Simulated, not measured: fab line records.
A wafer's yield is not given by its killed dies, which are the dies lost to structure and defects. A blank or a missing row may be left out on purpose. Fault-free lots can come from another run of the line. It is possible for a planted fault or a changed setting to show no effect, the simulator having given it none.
Comparing a struck lot with a sound one -- flow sky130 -- 15 out of 708 route steps
Sound: the wafers L958.1, L958.2, L958.4. Struck: wafers L962.1, L962.3, L962.4. The cause comes at the end.
For every step that has rows: the tool of each side, followed by ch and its chambers, followed by its first start. Under that, the readings that differ: sound wafers -- struck wafers -- difference of the means -- sigmas: that difference in standard deviations of wafers without a fault.
alike: same words and numbers on both sides, and readings whose means sit less than 2 such deviations apart. not compared: any withheld reading, any reading some wafer has no value for, any bound like >300 that may hide the same value, and any number with overlapping values for which the record gives no deviation.
Wherever a step has rows on one side only, a row that says differs or no value, or a row with sigmas, the two part there. Non-overlapping numbers with no deviation appear without sigmas and do not part them. A reading that every wafer of one side lacks parts them only if that side has two wafers or more.

first, 6 steps without rows for these wafers: SKY_GATE_OXIDE_HMDS_04 (prime time 60 s); SKY_GATE_OXIDE_COAT_05 (resist thk 1140 nm); SKY_GATE_OXIDE_SOFTBAKE_06 (time 60 s); SKY_GATE_OXIDE_EXPOSE_07 (exposes mask LVOM, target cd 600 nm); SKY_GATE_OXIDE_PEB_08; SKY_GATE_OXIDE_DEVELOP_09 (develop time 60 s).
SKY_GATE_OXIDE_OVL_MEAS_10:
  sound on overlay-01, day 17 00:22; struck on overlay-02, day 19 02:37
  alike: GATE_OXIDE_OVL
then, 2 steps without rows for these wafers: SKY_GATE_OXIDE_IMPLANT_11; SKY_GATE_OXIDE_WET_ETCH_12 (etches SiO2 in dHF, target depth 16.8 nm, time 336 s).
SKY_GATE_OXIDE_STRIP_13: strips in O2/N2.
  sound on plasma asher-02 ch 0,1, day 17 00:40; struck on plasma asher-01 ch 0,1, day 19 02:55
  alike: drypump motor current A, oes product au, strip time to endpoint s
  not compared: rf hours counter h
SKY_GATE_OXIDE_TW_MEAS_14:
  sound on film metro-02, day 17 00:46; struck on film metro-02, day 19 03:01
  alike: GATE_OXIDE_TW
then, 1 step without rows for these wafers: SKY_GATE_OXIDE_CLEAN_15 (cleans in SC1/SC2, time 150 s).
SKY_GATE_OXIDE_OXIDATION_16: stabilise 600 s, purge 300 s, target thk 3.57 nm.
  sound on furnace-01 ch 0, day 17 01:35; struck on furnace-02 ch 0, day 19 05:56
reading,sound,struck,difference,sigmas
spike tc bottom C (C),816.6 816.2 817.7,824.9 826.0 825.0,+8.5,+4
spike tc centre C (C),799.4 801.8 799.6,804.2 805.3 805.9,+4.9,+4
spike tc lower C (C),801.3 802.0 800.7,766.6 765.5 764.7,-35.7,-27
zone power bottom pct (%),25.4 25.2 25.8,28.2 28.0 28.1,+2.6,+3
zone power centre pct (%),14.3 14.1 14.3,21.4 21.2 21.4,+7.1,+9
zone power lower pct (%),11.4 11.4 11.4,2.7 2.7 2.7,-8.7,-5
model.SiO2_of_GATE_OXIDE_OXIDATION_01.thk nm (nm),11.79 11.88 11.74,11.57 11.67 11.58,-0.20,
  alike: ramp up c per min
then, 1 step without rows for these wafers: SKY_POLY_GATE_CVD_00 (deposits poly-Si, target thk 180 nm, time 720 s).
-- here the record skips 30 days between the struck wafers' starts before and after, leaving off in module POLY_GATE and picking up in module PAD_OPEN (first step shown: number 708 of the route) --
SKY_PAD_OPEN_PROBE_99:
  sound on prober-02, day 48 06:35; struck on prober-02, day 49 14:20
reading,sound,struck,difference,sigmas
model.etest.pfet_01v8.r on ohm um,2953 2957 2975,2795 2838 2812,-147,
model.etest.nfet_01v8_lvt.drive ua um,566.8 560.5 554.8,605.5 587.1 573.3,+27.9,
model.etest.nfet_01v8_turned.drive ua um,491.2 484.9 479.4,538.9 513.8 508.6,+35.3,
model.etest.nfet_01v8_swapped.drive ua um,495.9 485.1 479.7,537.3 514.2 507.7,+32.8,
model.etest.nfet_01v8.drive ua um,491 490.6 478.7,536.6 509.7 504,+30.0,
model.etest.nfet_01v8.r on ohm um,843.3 859.9 862.6,797.2 824.3 832,-37.4,
  alike: killed_at_M0_to_M3, killed_at_M4_up, killed at contacts, killed at front end, killed at other, killed dies, killed open, killed short
  not compared: model.etest.pfet g5v0d10v5.r on ohm um, model.etest.sram nfet pass.drive ua um

WHERE THEY PART
Only at SKY_GATE_OXIDE_OXIDATION_16, within this record. Later steps at which nothing parts them and some readings are alike: SKY_PAD_OPEN_PROBE_99.

WHY: whatever the simulator had introduced
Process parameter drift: furnace-02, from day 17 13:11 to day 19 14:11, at SKY_GATE_OXIDE_OXIDATION_16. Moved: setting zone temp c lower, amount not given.
